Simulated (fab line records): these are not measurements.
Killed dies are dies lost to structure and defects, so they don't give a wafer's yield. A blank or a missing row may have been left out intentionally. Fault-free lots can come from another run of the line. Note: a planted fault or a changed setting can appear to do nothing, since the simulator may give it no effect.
fab line records ; flow sky130
record lots=5; wafers=15; lastDay=50
route steps=708 shown LI_CONTACT@376 LOCAL_INTERCONNECT@387 PAD_OPEN@708
lots that met no fault: taken from a fault-free run of the same line
startH: start of the lot's first displayed wafer, in hours after the record's first day ; waitH: how many hours have passed since the lot's step before this one ; " same as the row above ; L1.1+2: several wafers, shown together as one row ; - no value present, or no start provided ; * or withheld: withheld ; < > ~ a bound
route shown NAME@n: a module of which the file shows steps, and the number in the route of the first ; usual: mean/standard deviation of fault-free wafers ; same: alike in all rows ; chamber/n: place in a boat ; sites: per-site readings ; _std_site: the standard deviation of these ; _edge_site: the outer-site mean with the inner-site mean subtracted ; radiusMm: for every site, how far away it sits from the centre of the wafer ; mask NAME#n: copy n ; behind: the most recent tool/chamber to have shaped the wafer ; hold: cause of the lot's hold/its duration in hours/its outcome ; device: names the non-switching transistor (n, p or np) ; end of line: at the end of the route, the tests of the same wafers ; a step with no rows: only its recipe ; killed: not the wafer's yield, but the dies lost to structure and defects at the first sort ; map: a wafer's dies, x killed, . not, _ none there
set.NAME: the run value of the setting; set.NAME@STEP: its run value at that earlier step ; model.NAME: the simulator's own value behind a step, which no gauge read
certain route steps with their lots: each step a table, each wafer a row
services: when a tool's chamber went out of use (startH, in hours from the record's first day, below 0 if earlier), for how many hours, and the reason
## steps
# step SKY_LI_CONTACT_ETCH_14
# recipe chemistry=N2/H2; target=BARC; ionEnergyEv=200; sourceW=500; biasW=100; pressureMtorr=30; n2FlowSccm=100; h2FlowSccm=200; stopOn=SiO2; timeS=45.9; targetDepthA=600
# step SKY_LI_CONTACT_ETCH_15
# recipe target=PSG; chemistry=C4F8/O2/Ar; stopOn=Si; taperDeg=4.15; maskMaterial=KrF-thick; sourceW=1500; biasW=1200; pressureMtorr=40; c4f8FlowSccm=withheld; O2_flow_sccm=6; Ar_flow_sccm=300; timeS=withheld; targetDepthA=6000
# step SKY_LI_CONTACT_STRIP_16
# recipe chemistry=O2/N2; powerW=1400; pressureMtorr=1500; platenTempC=withheld; o2FlowSccm=3000; n2FlowSccm=300; overashFraction=0.5
# step SKY_LI_CONTACT_CLEAN_17
# recipe chemistry=NMP; timeS=600; tempC=60; dry=n2Spin
# step SKY_LI_CONTACT_PRE_CLEAN_18
# recipe gas=Ar; timeS=5.6; biasV=358
# step SKY_LI_CONTACT_SPUTTER_19
# recipe material=Ti; targetThkNm=20; chamberPressurePa=5; powerW=2500; substrateTempC=200; timeS=106.37
# step SKY_LI_CONTACT_SPUTTER_20
# recipe material=TiN; targetThkNm=20; chamberPressurePa=5; powerW=4000; timeS=80
# step SKY_LI_CONTACT_CVD_21
# recipe material=W; targetThkNm=400; timeS=120.56; tempC=400; pressureTorr=40
# step SKY_LI_CONTACT_CMP_24
# recipe stopOn=PSG; tOverpolishS=20; downForcePsi=3.5; platenRpm=60; targetThkNm=0; padVelocityMS=0.94248
# step SKY_LOCAL_INTERCONNECT_SPUTTER_00
# recipe material=TiN; targetThkNm=100; tempC=300; powerW=6500; timeS=83.3; chamberPressurePa=0.4
# usual throttleValvePct=29.9/0.67
lot.wafer;tool;chamber;startH;waitH;throttleValvePct;model.TiN_of_LOCAL_INTERCONNECT_SPUTTER_00.thkNm
L319.2;pvdSputter-02;-;692.45;0.1;29.9;98.74
L319.3;pvdSputter-02;-;692.45;0.1;30.8;98.38
L319.6;pvdSputter-02;-;692.45;0.1;30.1;99.68
L322.1;pvdSputter-03;-;721.31;0.2;30.3;101
L322.5;pvdSputter-03;-;721.31;0.2;30.0;101.1
L322.6;pvdSputter-03;-;721.31;0.2;30.5;101.3
L338.1;pvdSputter-02;-;845.89;0.1;28.9;74.71
L338.2;pvdSputter-02;-;845.89;0.1;29.9;76.55
L338.3;pvdSputter-02;-;845.89;0.1;29.3;75.51
L339.1;pvdSputter-02;-;849.51;0.1;30.0;75.17
L339.2;pvdSputter-02;-;849.51;0.1;30.9;75.24
L339.6;pvdSputter-02;-;849.51;0.1;30.9;75.99
L340.3;pvdSputter-02;-;856.44;0.1;31.0;76.42
L340.4;pvdSputter-02;-;856.44;0.1;29.2;74.91
L340.5;pvdSputter-02;-;856.44;0.1;29.6;74.4
# step SKY_LOCAL_INTERCONNECT_RS_MEAS_01
# recipe thkMeasGauge=four-point-probe; reads=TiN_of_LOCAL_INTERCONNECT_SPUTTER_00
# usual LOCAL_INTERCONNECT_TIN_RS=14.09/0.16
lot.wafer;tool;chamber;startH;waitH;hold;LOCAL_INTERCONNECT_TIN_RS[ohm/sq]
L319.2;filmMetro-03;-;692.53;0.1;-;14.29
L319.3;filmMetro-03;-;692.53;0.1;-;14.37
L319.6;filmMetro-03;-;692.53;0.1;-;14.18
L322.1;filmMetro-01;-;721.37;0.0;-;13.95
L322.5;filmMetro-01;-;721.37;0.0;-;13.96
L322.6;filmMetro-01;-;721.37;0.0;-;13.93
L338.1;filmMetro-01;-;845.96;0.0;awaitDispo/0.2h/release;19.25
L338.2;filmMetro-01;-;845.96;0.0;awaitDispo/0.2h/release;18.74
L338.3;filmMetro-01;-;845.96;0.0;awaitDispo/0.2h/release;19.01
L338.1;filmMetro-01;-;846.24;0.3;-;19.22
L338.2;filmMetro-01;-;846.24;0.3;-;18.71
L338.3;filmMetro-01;-;846.24;0.3;-;19.03
L339.1;filmMetro-04;-;849.57;0.0;awaitDispo/0.2h/release;19.05
L339.2;filmMetro-04;-;849.57;0.0;awaitDispo/0.2h/release;19.02
L339.6;filmMetro-04;-;849.57;0.0;awaitDispo/0.2h/release;18.85
L339.1;filmMetro-04;-;849.86;0.3;-;19.05
L339.2;filmMetro-04;-;849.86;0.3;-;19.07
L339.6;filmMetro-04;-;849.86;0.3;-;18.83
L340.3;filmMetro-04;-;856.55;0.1;awaitDispo/0.2h/release;18.70
L340.4;filmMetro-04;-;856.55;0.1;awaitDispo/0.2h/release;19.16
L340.5;filmMetro-04;-;856.55;0.1;awaitDispo/0.2h/release;19.26
L340.3;filmMetro-04;-;856.83;0.3;-;18.75
L340.4;filmMetro-04;-;856.83;0.3;-;19.10
L340.5;filmMetro-04;-;856.83;0.3;-;19.27
# step SKY_LOCAL_INTERCONNECT_THK_MEAS_02
# recipe thkMeasGauge=xrf; reads=TiN_of_LOCAL_INTERCONNECT_SPUTTER_00
# usual LOCAL_INTERCONNECT_TIN_THK=100.2/1.1
lot.wafer;tool;chamber;startH;waitH;hold;LOCAL_INTERCONNECT_TIN_THK[nm]
L319.2;filmMetro-03;-;692.64;0.1;-;98.1
L319.3;filmMetro-03;-;692.64;0.1;-;97.6
L319.6;filmMetro-03;-;692.64;0.1;-;98.9
L322.1;filmMetro-01;-;721.49;0.1;-;101.0
L322.5;filmMetro-01;-;721.49;0.1;-;101.3
L322.6;filmMetro-01;-;721.49;0.1;-;101.6
L338.1;filmMetro-01;-;848.58;2.3;awaitDispo/0.2h/release;75.0
L338.2;filmMetro-01;-;848.58;2.3;awaitDispo/0.2h/release;76.6
L338.3;filmMetro-01;-;848.58;2.3;awaitDispo/0.2h/release;75.4
L338.1;filmMetro-01;-;848.81;0.2;-;75.1
L338.2;filmMetro-01;-;848.81;0.2;-;77.1
L338.3;filmMetro-01;-;848.81;0.2;-;75.5
L339.1;filmMetro-04;-;856.19;6.3;awaitDispo/0.2h/release;74.8
L339.2;filmMetro-04;-;856.19;6.3;awaitDispo/0.2h/release;75.2
L339.6;filmMetro-04;-;856.19;6.3;awaitDispo/0.2h/release;75.4
L339.1;filmMetro-04;-;856.42;0.2;-;75.0
L339.2;filmMetro-04;-;856.42;0.2;-;75.2
L339.6;filmMetro-04;-;856.42;0.2;-;75.8
L340.3;filmMetro-04;-;860.89;4.0;awaitDispo/0.2h/release;76.6
L340.4;filmMetro-04;-;860.89;4.0;awaitDispo/0.2h/release;74.6
L340.5;filmMetro-04;-;860.89;4.0;awaitDispo/0.2h/release;74.2
L340.3;filmMetro-04;-;861.11;0.2;-;76.2
L340.4;filmMetro-04;-;861.11;0.2;-;74.8
L340.5;filmMetro-04;-;861.11;0.2;-;74.3
# step SKY_LOCAL_INTERCONNECT_HMDS_04
# recipe primeTimeS=60; primeTempC=120
# step SKY_LOCAL_INTERCONNECT_COAT_05
# recipe resist=BARC; tempC=withheld; timeS=withheld; spinRpm=3000; resistThkNm=60
# step SKY_LOCAL_INTERCONNECT_COAT_06
# recipe resist=KrF-thick; spinRpm=3000; resistThkNm=450
# step SKY_LOCAL_INTERCONNECT_SOFTBAKE_07
# recipe tempC=100; timeS=90; resist=KrF-thick
# step SKY_LOCAL_INTERCONNECT_EXPOSE_08
# recipe maskId=LI1M; na=0.8; sourceShape=annular; sigmaInner=0.55; sigmaOuter=0.85; targetCdNm=170; doseMj=28
# step SKY_LOCAL_INTERCONNECT_PEB_09
# recipe pebTempC=withheld; pebTimeS=withheld; resist=KrF-thick
# step SKY_LOCAL_INTERCONNECT_DEVELOP_10
# recipe developTimeS=60; resist=KrF-thick; devTempC=21
# step SKY_LOCAL_INTERCONNECT_ETCH_13
# recipe chemistry=N2/H2; target=BARC; ionEnergyEv=200; biasW=100; pressureMtorr=30; n2FlowSccm=100; h2FlowSccm=200; icpW=500; stopOn=SiO2; timeS=45.9; targetDepthA=600
# step SKY_LOCAL_INTERCONNECT_METAL_ETCH_14
# recipe targetDepthNm=110; stopOn=PSG; chemistry=Cl2/BCl3; target=TiN; resistSidewallDeg=88; pressureMtorr=10; icpW=900; biasW=48.5; Cl2_flow_sccm=60; bcl3FlowSccm=30; timeS=31.4
# usual chamberPressureMTorr=10.000/0.0085; drypumpMotorCurrentA=5.7/0.54; oesProductAu=0.943/0.0082; throttleValvePct=21.899/0.011
lot.wafer;tool;chamber;startH;waitH;chamberPressureMTorr;drypumpMotorCurrentA;oesProductAu;rfHoursCounterH;throttleValvePct
L319.2;rieMetal-01;0;721.01;0.0;10.005;5.9;0.929;2;21.905
L319.3;rieMetal-01;0;721.01;0.0;9.998;5.9;0.920;-;21.910
L319.6;rieMetal-01;0;721.01;0.0;10.014;5.9;0.951;-;21.912
L322.1;rieMetal-03;0;748.99;0.0;10.003;5.6;0.950;16;21.893
L322.5;rieMetal-03;0;748.99;0.0;10.005;5.6;0.948;-;21.880
L322.6;rieMetal-03;1;748.99;0.0;9.992;5.8;0.958;-;21.891
L338.1;rieMetal-04;0;872.98;0.1;10.003;5.1;0.793;3;21.989
L338.2;rieMetal-04;0;872.98;0.1;10.012;5.1;0.814;-;21.992
L338.3;rieMetal-04;0;872.98;0.1;10.002;5.1;0.803;-;21.976
L339.1;rieMetal-01;0;875.41;0.0;9.975;5.9;0.793;8;21.986
L339.2;rieMetal-01;1;875.41;0.0;10.000;6.5;0.807;6;21.992
L339.6;rieMetal-01;0;875.41;0.0;10.005;5.9;0.810;-;21.965
L340.3;rieMetal-03;0;883.38;0.0;10.006;5.6;0.813;-;22.008
L340.4;rieMetal-03;1;883.38;0.0;10.010;5.8;0.794;-;21.985
L340.5;rieMetal-03;0;883.38;0.0;10.005;5.6;0.794;-;21.990
# step SKY_LOCAL_INTERCONNECT_STRIP_15
# recipe chemistry=O2/N2; powerW=1400; pressureMtorr=1500; platenTempC=withheld; o2FlowSccm=3000; n2FlowSccm=300; overashFraction=0.5
# step SKY_LOCAL_INTERCONNECT_STRIP_16
# recipe chemistry=postEtchResidueRemover; timeS=1200; tempC=72.5
# usual bathGuardTempC=72.5/0.45
lot.wafer;tool;chamber;startH;waitH;bathGuardTempC;model.TiN_of_LOCAL_INTERCONNECT_SPUTTER_00.thkNm
L319.2;wetBench-04;0;721.16;0.1;72.3;98.32
L319.3;wetBench-04;0;721.16;0.1;71.9;97.95
L319.6;wetBench-04;0;721.16;0.1;71.8;99.26
L322.1;wetBench-02;2;749.14;0.1;73.5;100.6
L322.5;wetBench-02;2;749.14;0.1;73.2;100.7
L322.6;wetBench-02;2;749.14;0.1;73.0;100.9
L338.1;wetBench-04;2;873.18;0.1;72.3;74.29
L338.2;wetBench-04;2;873.18;0.1;72.8;76.12
L338.3;wetBench-04;2;873.18;0.1;72.6;75.08
L339.1;wetBench-03;1;875.56;0.1;72.1;74.75
L339.2;wetBench-03;1;875.56;0.1;72.0;74.81
L339.6;wetBench-03;1;875.56;0.1;71.9;75.56
L340.3;wetBench-03;0;883.52;0.0;72.4;76
L340.4;wetBench-03;0;883.52;0.0;72.6;74.49
L340.5;wetBench-03;0;883.52;0.0;72.8;73.98
# step SKY_LOCAL_INTERCONNECT_CLEAN_17
# recipe chemistry=IPA; timeS=180; tempC=25
# step SKY_PAD_OPEN_PROBE_99
# usual killed_at_M0_to_M3=43/6.7; killed_at_M4_up=3.2/1.8; killedAtContacts=24/4.8; killedAtFrontEnd=16/4.2; killedAtOther=0.3/0.56; killedDies=86/8.5; killedOpen=47/6.7; killedShort=39/6
# same grossDies=492; killedAtBackSide=0
lot.wafer;tool;chamber;startH;waitH;killed_at_M0_to_M3;killed_at_M4_up;killedAtContacts;killedAtFrontEnd;killedAtOther;killedDies;killedOpen;killedShort;model.etest.resLi.lineOhmUm;model.etest.resLi.rsOhmSq;model.etest.mconChain.rcOhm
L319.2;prober-01;-;1084.11;0.1;38;2;25;19;0;84;45;38;77.24;13.12;16.7
L319.3;prober-01;-;1084.16;0.2;42;5;26;13;1;87;61;26;76.83;13;17.56
L319.6;prober-01;-;1084.31;0.2;35;4;22;16;0;77;33;41;75.7;12.86;16.82
L322.1;prober-02;-;1106.57;0.1;53;2;31;19;0;105;59;45;75.94;12.69;16.71
L322.5;prober-02;-;1106.77;0.2;45;4;24;21;0;94;44;48;74.03;12.58;16.74
L322.6;prober-02;-;1106.82;0.2;43;3;24;19;0;89;43;46;74.72;12.67;16.58
L338.1;prober-02;-;1192.92;0.1;49;4;23;20;0;96;53;43;100.2;17.21;18.5
L338.2;prober-02;-;1192.97;0.1;45;1;23;13;1;83;44;39;97.24;16.74;18.46
L338.3;prober-02;-;1193.02;0.2;50;2;21;22;0;95;50;45;97.88;16.98;18.7
L339.1;prober-01;-;1193.86;0.1;43;3;21;12;0;79;38;41;99.29;17.12;19.3
L339.2;prober-01;-;1193.91;0.1;41;4;23;17;1;86;53;33;99.47;16.98;18.38
L339.6;prober-01;-;1194.11;0.2;45;3;26;11;0;85;38;47;98.07;16.96;19.54
L340.3;prober-02;-;1197.93;0.2;42;4;20;17;0;83;51;31;98.47;16.75;19.4
L340.4;prober-02;-;1197.98;0.2;45;6;24;25;0;100;52;47;100.2;17.16;18.42
L340.5;prober-02;-;1198.03;0.2;42;3;24;14;0;83;43;39;100.6;17.27;17.81
# killed by level:class
L319.2 CONTACT:geometricParticle:open=13 VIA1:geometricParticle:open=10 METAL2:geometricParticle:short=7 FIELD_ISO:geometricParticle:open=5 FIELD_ISO:geometricParticle:short=4 POLY_GATE:geometricParticle:open=4 CONTACT:geometricParticle:short=4 VIA3:geometricParticle:open=4
L319.3 CONTACT:geometricParticle:open=13 VIA1:geometricParticle:open=11 VIA2:geometricParticle:open=10 LI_CONTACT:geometricParticle:open=7 POLY_GATE:geometricParticle:open=5 POLY_GATE:geometricParticle:short=5 VIA3:geometricParticle:open=4 METAL4:geometricParticle:short=4
L319.6 VIA2:geometricParticle:open=8 LI_CONTACT:geometricParticle:short=5 LOCAL_INTERCONNECT:geometricParticle:short=5 CONTACT:geometricParticle:short=5 METAL2:geometricParticle:short=5 POLY_GATE:geometricParticle:short=4 CONTACT:geometricParticle:open=4 VIA1:geometricParticle:open=4
L322.1 VIA1:geometricParticle:open=16 CONTACT:geometricParticle:open=12 METAL2:geometricParticle:short=9 METAL1:geometricParticle:short=8 LI_CONTACT:geometricParticle:open=7 VIA3:geometricParticle:open=7 CONTACT:geometricParticle:short=5 VIA1:geometricParticle:short=5
L322.5 VIA1:geometricParticle:open=11 VIA1:geometricParticle:short=7 CONTACT:geometricParticle:open=7 LI_CONTACT:geometricParticle:open=6 CONTACT:geometricParticle:short=6 METAL2:geometricParticle:short=6 POLY_GATE:geometricParticle:short=5 METAL3:geometricParticle:short=5
L322.6 VIA1:geometricParticle:open=9 METAL1:geometricParticle:short=8 VIA3:geometricParticle:open=8 CONTACT:geometricParticle:short=7 VIA2:geometricParticle:open=7 POLY_GATE:geometricParticle:open=5 LOCAL_INTERCONNECT:geometricParticle:short=5 CONTACT:geometricParticle:open=5
L338.1 VIA1:geometricParticle:open=11 VIA1:geometricParticle:short=9 CONTACT:geometricParticle:open=9 POLY_GATE:geometricParticle:open=6 VIA3:geometricParticle:open=6 VIA3:geometricParticle:short=5 LOCAL_INTERCONNECT:geometricParticle:short=5 METAL1:geometricParticle:short=5
L338.2 VIA1:geometricParticle:open=12 CONTACT:geometricParticle:open=8 FIELD_ISO:geometricParticle:short=6 VIA3:geometricParticle:open=6 LI_CONTACT:geometricParticle:open=5 VIA1:geometricParticle:short=5 CONTACT:geometricParticle:short=4 METAL2:geometricParticle:short=4
L338.3 VIA3:geometricParticle:open=11 CONTACT:geometricParticle:open=9 VIA1:geometricParticle:open=7 FIELD_ISO:geometricParticle:open=6 POLY_GATE:geometricParticle:short=6 LOCAL_INTERCONNECT:geometricParticle:short=6 VIA1:geometricParticle:short=6 METAL2:geometricParticle:short=6
L339.1 VIA1:geometricParticle:open=14 METAL1:geometricParticle:short=9 LI_CONTACT:geometricParticle:open=7 METAL2:geometricParticle:short=5 POLY_GATE:geometricParticle:short=5 LOCAL_INTERCONNECT:geometricParticle:short=5 CONTACT:geometricParticle:open=5 VIA2:geometricParticle:short=4
L339.2 VIA1:geometricParticle:open=9 VIA2:geometricParticle:open=7 VIA3:geometricParticle:open=7 CONTACT:geometricParticle:open=6 FIELD_ISO:geometricParticle:open=5 LI_CONTACT:geometricParticle:open=5 LOCAL_INTERCONNECT:geometricParticle:short=5 CONTACT:geometricParticle:short=4
L339.6 VIA1:geometricParticle:open=12 VIA1:geometricParticle:short=10 LOCAL_INTERCONNECT:geometricParticle:short=10 LI_CONTACT:geometricParticle:open=7 CONTACT:geometricParticle:open=6 METAL2:geometricParticle:short=5 POLY_GATE:geometricParticle:open=4 METAL3:geometricParticle:short=4
L340.3 CONTACT:geometricParticle:open=10 VIA1:geometricParticle:open=9 VIA2:geometricParticle:open=8 VIA3:geometricParticle:open=7 FIELD_ISO:geometricParticle:short=5 VIA3:geometricParticle:short=5 VIA2:geometricParticle:short=4 LI_CONTACT:geometricParticle:open=4
L340.4 CONTACT:geometricParticle:open=9 VIA1:geometricParticle:open=9 VIA2:geometricParticle:open=8 FIELD_ISO:geometricParticle:short=7 LOCAL_INTERCONNECT:geometricParticle:short=7 VIA1:geometricParticle:short=7 LI_CONTACT:geometricParticle:open=6 METAL4:geometricParticle:short=5
L340.5 CONTACT:geometricParticle:open=10 VIA2:geometricParticle:open=7 VIA1:geometricParticle:open=7 METAL3:geometricParticle:short=7 LI_CONTACT:geometricParticle:open=5 FIELD_ISO:geometricParticle:short=4 CONTACT:geometricParticle:short=4 METAL1:geometricParticle:short=4
## services
tool;chamber;startH;hours;kind
rieMetal-01;1;688.26;-;clean
rieMetal-01;1;688.26;13.6;scheduledDown
rieMetal-01;1;688.26;13.6;ventCycle
pvdSputter-03;-;697.16;1.3;repair
pvdSputter-03;-;702.77;3.2;repair
pvdSputter-03;2;707.06;-;consumableReplace:kit
pvdSputter-03;2;707.06;18.0;scheduledDown
pvdSputter-03;2;707.06;18.0;ventCycle
rieMetal-04;0;722.61;14.5;repair
rieMetal-03;1;743.76;1.7;repair
rieMetal-03;0;762.57;-;clean
rieMetal-03;0;762.57;15.3;scheduledDown
rieMetal-03;0;762.57;15.3;ventCycle
rieMetal-04;0;766.50;-;clean
rieMetal-04;0;766.50;20.7;scheduledDown
rieMetal-04;0;766.50;20.7;ventCycle
rieMetal-04;-;782.73;0.3;repair
rieMetal-04;-;795.44;1.2;repair
rieMetal-03;-;824.29;4.3;pm
rieMetal-03;-;845.52;1.3;repair
pvdSputter-02;0;872.55;-;consumableReplace:kit
pvdSputter-02;0;872.55;18.0;scheduledDown
pvdSputter-02;0;872.55;18.0;ventCycle
rieMetal-03;-;880.01;2.8;pm
## key
firstSign step=SKY_LOCAL_INTERCONNECT_RS_MEAS_01; reading=visit; direction=added
effect step=SKY_LOCAL_INTERCONNECT_RS_MEAS_01; reading=LOCAL_INTERCONNECT_TIN_RS; direction=up; sigmas=32; usual=14.09; struck=19.01
effect step=SKY_LOCAL_INTERCONNECT_THK_MEAS_02; reading=visit; direction=added
effect step=SKY_LOCAL_INTERCONNECT_THK_MEAS_02; reading=LOCAL_INTERCONNECT_TIN_THK; direction=down; sigmas=23; usual=100.2; struck=75.3
effect step=SKY_LOCAL_INTERCONNECT_METAL_ETCH_14; reading=oesProductAu; direction=down; sigmas=17; usual=0.943; struck=0.802
modelEffect step=SKY_LOCAL_INTERCONNECT_SPUTTER_00; value=TiN_of_LOCAL_INTERCONNECT_SPUTTER_00.thkNm; without=100.4; struck=75.43
modelEffect step=SKY_LOCAL_INTERCONNECT_STRIP_16; value=TiN_of_LOCAL_INTERCONNECT_SPUTTER_00.thkNm; without=99.96; struck=75.01
modelEffect step=SKY_PAD_OPEN_PROBE_99; value=etest.resLi.lineOhmUm; without=74.36; struck=99.04
metAt SKY_LOCAL_INTERCONNECT_SPUTTER_00
struckWafers L338.1,L338.2,L338.3,L339.1,L339.2,L339.6,L340.3,L340.4,L340.5
testerLeftOut L338,L339,L340
onsetBetween 692.45 845.89
alsoFits time
fault kind=processParameterDrift; tool=pvdSputter-02; chamber=-; onsetH=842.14; steps=SKY_LOCAL_INTERCONNECT_SPUTTER_00; channel=targetThkNm; offset=-24.955; shape=step; endH=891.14; actsIn=theseRecipesOnly; stated=100
# testerLeftOut: of these lots the tester's yield and bins aren't shown, on N5 and GAA mostly nor the transistor test; their killed dies are dies lost to structure and defects alone, not to doping, threshold or leakage, so they don't give the yield
